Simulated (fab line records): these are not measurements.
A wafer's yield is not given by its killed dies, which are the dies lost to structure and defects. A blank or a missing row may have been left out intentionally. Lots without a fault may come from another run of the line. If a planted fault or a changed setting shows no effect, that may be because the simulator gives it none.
The tool behind it: which one? || flow sky130 || 17 wafers sampled from 6 lots at 1 step of a route of 708

WHAT THE GAUGES READ, wafer by wafer
SKY_FIELD_ISO_THK_MEAS_25.
{"lot": "L912", "measured": "day 2 15:09", "on": "film-metro-01", "FIELD_ISO_CVD_24_THK (nm)": "591 596 594"}
{"lot": "L914", "measured": "day 3 04:11", "on": "film-metro-01", "FIELD_ISO_CVD_24_THK (nm)": "592 592 597"}
{"lot": "L917", "measured": "day 3 19:40", "on": "film-metro-03", "FIELD_ISO_CVD_24_THK (nm)": "604 594 597"}
{"lot": "L923", "measured": "day 5 01:58", "on": "film-metro-02", "FIELD_ISO_CVD_24_THK (nm)": "602 605"}
{"lot": "L926", "measured": "day 5 18:40", "on": "film-metro-02", "FIELD_ISO_CVD_24_THK (nm)": "604 591 598"}
{"lot": "L930", "measured": "day 6 16:16", "on": "film-metro-03", "FIELD_ISO_CVD_24_THK (nm)": "592 596 587"}

WHAT TOOL EACH LOT RAN ON (gives the tool, then ch and the chambers of the sampled wafers, and finally the start)
No process step before these readings appears in the record.

THE ANSWER, worked out from the rows above alone
Rule: usual is defined by the lots themselves. Put in order of their means at a reading, lots are off if they are a third of the lots or fewer, leave a main group of 4 or more, and stand apart from it by a gap of 3 or more times the standard deviation of the main group's means; of several such gaps the widest counts. A main group whose means are all the same, to the digits that the tables above print for the reading, isn't used. A lot without any number at a reading at which 4 lots or more have one is off too. Where the step has rows for the other lots, those lots are counted as sound.
No lot is off on any of the readings shown, so nothing can be concluded from this.

WHAT WAS PUT IN BY THE SIMULATOR
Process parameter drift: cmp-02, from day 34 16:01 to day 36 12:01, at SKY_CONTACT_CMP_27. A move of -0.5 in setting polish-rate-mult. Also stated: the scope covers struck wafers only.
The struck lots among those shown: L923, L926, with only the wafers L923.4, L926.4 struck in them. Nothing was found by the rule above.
